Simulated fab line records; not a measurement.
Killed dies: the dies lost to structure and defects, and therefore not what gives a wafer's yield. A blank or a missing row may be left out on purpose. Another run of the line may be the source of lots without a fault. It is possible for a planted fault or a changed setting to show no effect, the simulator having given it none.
The tool behind it: which one? | flow gf180mcu | 7 lots, 21 wafers sampled, at 2 steps of a route of 602

## WHAT THE GAUGES READ, wafer by wafer
GF_HV_LDD_CD_MEAS_07 targets a cd of 400 nm.
lot  | measured     | on        | cd_nm (nm)
L278 | day 10 14:56 | cd_sem-01 | 399.5 396.2 397.3
L280 | day 11 07:01 | cd_sem-02 | 401.4 400.1 398.2
L282 | day 11 17:53 | cd_sem-01 | 399.1 400.0 397.5
L290 | day 15 00:38 | cd_sem-01 | 431.1 397.7 398.8
L293 | day 15 06:28 | cd_sem-01 | 399.2 402.9 400.1
L296 | day 15 21:19 | cd_sem-02 | 399.8 400.4 400.3
L300 | day 16 20:24 | cd_sem-02 | 398.1 399.9 399.5

## WHICH TOOL RAN EACH LOT (tool, then ch and the chambers of the sampled wafers, then the start)
lot  | GF_HV_LDD_DEVELOP_06
L278 | litho_track-04 ch 0, day 10 14:47
L280 | litho_track-02 ch 0, day 11 06:52
L282 | litho_track-04 ch 0, day 11 17:44
L290 | litho_track-04 ch 0, day 15 00:29
L293 | litho_track-03 ch 0, day 15 06:19
L296 | litho_track-02 ch 0, day 15 21:10
L300 | litho_track-02 ch 0, day 16 20:16
- GF_HV_LDD_DEVELOP_06: develop time 60 s.

## THE ANSWER, worked out from the rows above alone
Rule: the lots themselves supply what counts as usual. The widest of any qualifying gaps counts: lots, ordered by their means at a reading, are off when they make up no more than a third of the lots, leave a main group of 4 or more, and stand apart from it by 3 or more times the standard deviation of that group's means. A main group whose means are all the same, to the digits that the tables above print for the reading, isn't used. A lot without any number at a reading at which 4 lots or more have one is off too. Any other lot the step has rows for is counted as sound.
Off at GF_HV_LDD_CD_MEAS_07 (cd_nm): L290. Main group: mean 399.4 nm, sd 1.
If a tool, at a process step before that reading, ran all the lots that are off and no sound lot after the first of them, it fits. Those tools and the gauges at GF_HV_LDD_CD_MEAS_07 are tried in the same way. One fits: litho_track-04 at GF_HV_LDD_DEVELOP_06. A fault onset in the window from L282 (day 11 17:44, its last sound lot) to L290 (day 15 00:29, its first lot off) fits.

## WHAT WAS PUT IN BY THE SIMULATOR
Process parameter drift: litho_track-04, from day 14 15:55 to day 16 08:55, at GF_HV_LDD_DEVELOP_06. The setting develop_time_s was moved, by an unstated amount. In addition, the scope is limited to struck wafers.
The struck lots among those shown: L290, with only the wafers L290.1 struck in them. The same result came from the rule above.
